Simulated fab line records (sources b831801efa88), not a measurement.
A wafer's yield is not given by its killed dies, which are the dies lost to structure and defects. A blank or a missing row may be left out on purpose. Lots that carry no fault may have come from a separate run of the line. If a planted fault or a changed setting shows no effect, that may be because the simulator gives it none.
A lot that was struck, set against a sound lot + flow sky130 + 15 steps out of a route of 708
Sound: these wafers, L226.2, L226.4, L226.5. Wafers L231.2, L231.3, L231.6 were the ones struck. The cause is given at the end.
Each step with rows lists, per side, the tool, then ch with its chambers, then its first start. Under that, the readings that differ: sound wafers + struck wafers + difference of the means + sigmas: that difference in standard deviations of wafers without a fault.
alike: same words and numbers on both sides, and readings whose means sit less than 2 such deviations apart. not compared: any withheld reading, any reading some wafer has no value for, any bound like >300 that may hide the same value, and any number with overlapping values for which the record gives no deviation.
The two part at a step that has a row with sigmas, a row that says differs or no value, or rows on one side only. Numbers that have no deviation but don't overlap get no sigmas and don't part them. A reading missing from all wafers of one side parts the sides only when that side holds two or more wafers.

first, 2 steps without rows for these wafers: SKY_GATE_OXIDE_IMPLANT_11; SKY_GATE_OXIDE_WET_ETCH_12 (etches SiO2 in dHF, target depth 16.8 nm, time 336 s).
SKY_GATE_OXIDE_STRIP_13: strips in O2/N2.
  sound on plasmaAsher-03 ch 0,1, day 14 00:26; struck on plasmaAsher-03 ch 1, day 16 09:20
| reading                  | sound             | struck            | difference | sigmas |
|--------------------------|-------------------|-------------------|------------|--------|
| stripTimeToEndpointS (s) | 14.14 14.09 14.14 | 14.22 14.17 14.21 | +0.08      | +2     |
  alike: drypumpMotorCurrentA, oesProductAu
  not compared: rfHoursCounterH
SKY_GATE_OXIDE_TW_MEAS_14:
  struck on filmMetro-02, day 16 09:26; sound on filmMetro-02, day 14 00:32
  alike: GATE_OXIDE_TW
then, 3 steps without rows for these wafers: SKY_GATE_OXIDE_CLEAN_15 (cleans in SC1/SC2, time 150 s); SKY_GATE_OXIDE_OXIDATION_16 (stabilise 600 s, purge 300 s, target thk 3.57 nm); SKY_POLY_GATE_CVD_00 (deposits poly-Si, target thk 180 nm, time 720 s).
SKY_POLY_GATE_THK_MEAS_01:
  struck on filmMetro-01, day 16 15:13; sound on filmMetro-04, day 14 03:41
| reading                   | sound             | struck            | difference | sigmas |
|---------------------------|-------------------|-------------------|------------|--------|
| POLY_GATE_CVD_00_THK (nm) | 180.6 181.9 182.0 | 177.2 178.2 178.7 | -3.5       | -2     |
then, 4 steps without rows for these wafers: SKY_RES_PROTECT_DEHYDRATE_00 (time 60 s); SKY_RES_PROTECT_HMDS_01 (prime time 60 s); SKY_RES_PROTECT_COAT_02 (resist thk 1140 nm); SKY_RES_PROTECT_SOFTBAKE_03 (time 60 s).
SKY_RES_PROTECT_EXPOSE_04: exposes mask RPM, target cd 1270 nm.
  sound on ilineStepper-01 ch 0, day 14 17:44; struck on ilineStepper-01 ch 0, day 17 05:42
| reading | sound             | struck                     | difference | sigmas |
|---------|-------------------|----------------------------|------------|--------|
| mask    | RPM#0 RPM#0 RPM#0 | RPM_R1#0 RPM_R1#0 RPM_R1#0 | differs    |        |
next, for these wafers, 1 step has no rows: SKY_RES_PROTECT_PEB_05.
SKY_PAD_OPEN_PROBE_99:
  the record has rows for the sound wafers here (prober-02, day 45 22:32) and none for the struck ones

== WHERE THEY PART ==
At SKY_GATE_OXIDE_STRIP_13 first; at SKY_PAD_OPEN_PROBE_99 last (within this record only).

WHY: what had been put in by the simulator
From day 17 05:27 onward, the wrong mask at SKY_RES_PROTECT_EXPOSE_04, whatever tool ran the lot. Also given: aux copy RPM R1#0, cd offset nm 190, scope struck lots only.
